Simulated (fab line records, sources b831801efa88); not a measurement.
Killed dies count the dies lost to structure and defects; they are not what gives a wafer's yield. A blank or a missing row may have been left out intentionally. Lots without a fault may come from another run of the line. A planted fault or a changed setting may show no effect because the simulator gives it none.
What tool caused it? / flow gf180mcu / 6 lots, 18 wafers sampled, at 4 steps of a route of 602

WHAT EACH GAUGE READ, for each wafer
GF_POLY_GATE_THK_MEAS_01.
lot=L973; measured=day 8 17:50; on=film-metro-02; POLY_GATE_CVD_00_THK (nm)=200.0 199.9 199.9
lot=L975; measured=day 9 06:57; on=film-metro-03; POLY_GATE_CVD_00_THK (nm)=203.6 202.8 201.1
lot=L977; measured=day 9 23:36; on=film-metro-02; POLY_GATE_CVD_00_THK (nm)=200.0 200.6 198.8
lot=L981; measured=day 11 04:46; on=film-metro-03; POLY_GATE_CVD_00_THK (nm)=199.6 199.3 199.2
lot=L984; measured=day 12 00:07; on=film-metro-02; POLY_GATE_CVD_00_THK (nm)=197.9 195.9 196.9
lot=L986; measured=day 12 12:27; on=film-metro-03; POLY_GATE_CVD_00_THK (nm)=401.7 402.1 399.4

TOOL THAT RAN EACH LOT (tool first, then ch and the chambers of the sampled wafers, then the start)
lot=L973; GF_STI_CMP_25=cmp-02 ch 0,2,3, day 2 09:48; GF_VT_IMPLANT_STRIP_42=plasma-asher-02 ch 0,1, day 7 20:31; GF_POLY_GATE_CVD_00=lpcvd-02 ch 0, day 8 16:30
lot=L975; GF_STI_CMP_25=cmp-01 ch 1,2,3, day 2 18:50; GF_VT_IMPLANT_STRIP_42=plasma-asher-02 ch 0,1, day 8 07:37; GF_POLY_GATE_CVD_00=lpcvd-01 ch 0, day 9 05:37
lot=L977; GF_STI_CMP_25=cmp-01 ch 0,1, day 3 05:53; GF_VT_IMPLANT_STRIP_42=plasma-asher-03 ch 0,1, day 8 21:34; GF_POLY_GATE_CVD_00=lpcvd-02 ch 1, day 9 21:35
lot=L981; GF_STI_CMP_25=cmp-02 ch 0,1,3, day 4 02:22; GF_VT_IMPLANT_STRIP_42=plasma-asher-03 ch 1, day 10 03:07; GF_POLY_GATE_CVD_00=lpcvd-02 ch 0, day 11 03:25
lot=L984; GF_STI_CMP_25=cmp-02 ch 0,1,2, day 4 18:29; GF_VT_IMPLANT_STRIP_42=plasma-asher-02 ch 0,1, day 10 23:19; GF_POLY_GATE_CVD_00=lpcvd-01 ch 1, day 11 22:47
lot=L986; GF_STI_CMP_25=cmp-02 ch 1,2, day 5 03:44; GF_VT_IMPLANT_STRIP_42=plasma-asher-03 ch 0,1, day 11 11:10; GF_POLY_GATE_CVD_00=lpcvd-02 ch 1, day 12 09:37
- GF_STI_CMP_25: polishes, stops on Si3N4, t overpolish 33 s, target thk 524.6 nm.
- GF_VT_IMPLANT_STRIP_42: strips in O2/N2.
- GF_POLY_GATE_CVD_00: deposits poly-Si, target thk 200 nm, time 1200 s.

THE ANSWER, worked out from the rows above alone
Rule: the usual values come from the lots themselves. The widest of any qualifying gaps counts: lots, ordered by their means at a reading, are off when they make up no more than a third of the lots, leave a main group of 4 or more, and stand apart from it by 3 or more times the standard deviation of that group's means. The tables above print the reading to a certain number of digits; a main group whose means all agree to those digits is not used. Also off: a lot with no number at a reading for which 4 or more lots have one. The other lots that the step has rows for count as sound.
Off: L986, at GF_POLY_GATE_THK_MEAS_01 (POLY_GATE_CVD_00_THK). For the main group the mean is 199.7 nm and the standard deviation 1.8.
If a tool, at a process step before that reading, ran all the lots that are off and no sound lot after the first of them, it fits. Gauges at GF_POLY_GATE_THK_MEAS_01: tried the same way as those tools. Can't be told from this: 4 tools fit, cmp-02 at GF_STI_CMP_25, plasma-asher-03 at GF_VT_IMPLANT_STRIP_42, lpcvd-02 at GF_POLY_GATE_CVD_00, film-metro-03 at GF_POLY_GATE_THK_MEAS_01.

WHAT THE SIMULATOR HAD INSERTED
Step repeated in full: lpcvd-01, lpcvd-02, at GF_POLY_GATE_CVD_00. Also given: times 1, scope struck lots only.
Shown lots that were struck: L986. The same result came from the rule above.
